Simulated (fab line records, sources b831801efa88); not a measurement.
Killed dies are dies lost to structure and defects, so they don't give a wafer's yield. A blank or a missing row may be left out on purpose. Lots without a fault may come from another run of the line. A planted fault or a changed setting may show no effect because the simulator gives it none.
Which tool did it? | flow gf180mcu | 12 lots, 36 wafers sampled, at 4 steps of a route of 602

WHAT THE GAUGES READ, wafer by wafer
GF_V4_OVL_MEAS_15.
lot  | measured     | on         | V4_OVL (nm)
L075 | day 24 22:52 | overlay-01 | 6 4 -1
L077 | day 25 15:13 | overlay-01 | -2 12 3
L079 | day 26 07:22 | overlay-01 | -4 5 5
L081 | day 26 20:58 | overlay-01 | 1 -2 3
L083 | day 27 07:49 | overlay-01 | 3 0 8
L085 | day 28 11:10 | overlay-02 | 13 4 9
L087 | day 28 22:34 | overlay-01 | 5 11 4
L089 | day 29 13:31 | overlay-01 | 0 -2 -5
L091 | day 29 23:31 | overlay-01 | -7 -5 -7
L093 | day 30 09:25 | overlay-02 | -6 -7 -6
L095 | day 30 22:33 | overlay-02 | -4 1 7
L097 | day 31 13:11 | overlay-01 | 5 1 -8

WHICH TOOL RAN EACH LOT (tool, then ch and the chambers of the sampled wafers, then the start)
lot  | GF_CONTACT_SPUTTER_23        | GF_M1_SPUTTER_00             | GF_M2_STRIP_17
L075 | pvd_sputter-02, day 16 15:31 | pvd_sputter-03, day 16 16:19 | plasma_asher-04 ch 0,1, day 19 19:50
L077 | pvd_sputter-01, day 17 07:31 | pvd_sputter-04, day 17 08:08 | plasma_asher-03 ch 0,1, day 20 12:55
L079 | pvd_sputter-02, day 18 02:04 | pvd_sputter-04, day 18 02:41 | plasma_asher-04 ch 0,1, day 21 06:58
L081 | pvd_sputter-02, day 18 19:02 | pvd_sputter-01, day 18 19:40 | plasma_asher-04 ch 0,1, day 21 23:47
L083 | pvd_sputter-02, day 19 07:59 | pvd_sputter-01, day 19 08:36 | plasma_asher-03 ch 0,1, day 22 11:52
L085 | pvd_sputter-04, day 20 16:56 | pvd_sputter-01, day 20 17:33 | plasma_asher-03 ch 0,1, day 23 19:56
L087 | pvd_sputter-04, day 21 05:11 | pvd_sputter-01, day 21 05:48 | plasma_asher-04 ch 0,1, day 24 07:22
L089 | pvd_sputter-04, day 22 01:02 | pvd_sputter-01, day 22 01:43 | plasma_asher-02 ch 0,1, day 25 01:41
L091 | pvd_sputter-04, day 22 13:23 | pvd_sputter-01, day 22 14:00 | plasma_asher-03 ch 0,1, day 25 12:50
L093 | pvd_sputter-04, day 23 01:19 | pvd_sputter-01, day 23 01:56 | plasma_asher-02 ch 0, day 25 23:33
L095 | pvd_sputter-01, day 23 17:16 | pvd_sputter-04, day 23 17:56 | plasma_asher-04 ch 0,1, day 26 14:16
L097 | pvd_sputter-04, day 24 10:49 | pvd_sputter-03, day 24 11:40 | plasma_asher-02 ch 0,1, day 27 08:11
- GF_CONTACT_SPUTTER_23: material TiN, target thk 10 nm, time 40 s.
- GF_M1_SPUTTER_00: material Ti, target thk 37.5 nm, time 150 s.
- GF_M2_STRIP_17: strips in O2/N2.

THE ANSWER, worked out from the rows above alone
Rule: what is usual is taken from the lots themselves. Put in order of their means at a reading, lots are off if they are a third of the lots or fewer, leave a main group of 4 or more, and stand apart from it by a gap of 3 or more times the standard deviation of the main group's means; of several such gaps the widest counts. A main group whose means are all the same, to the digits that the tables above print for the reading, isn't used. A lot without any number at a reading at which 4 lots or more have one is off too. The other lots that the step has rows for count as sound.
No lot is off at any reading shown: from this, nothing can be told.

WHAT THE SIMULATOR HAD PUT IN
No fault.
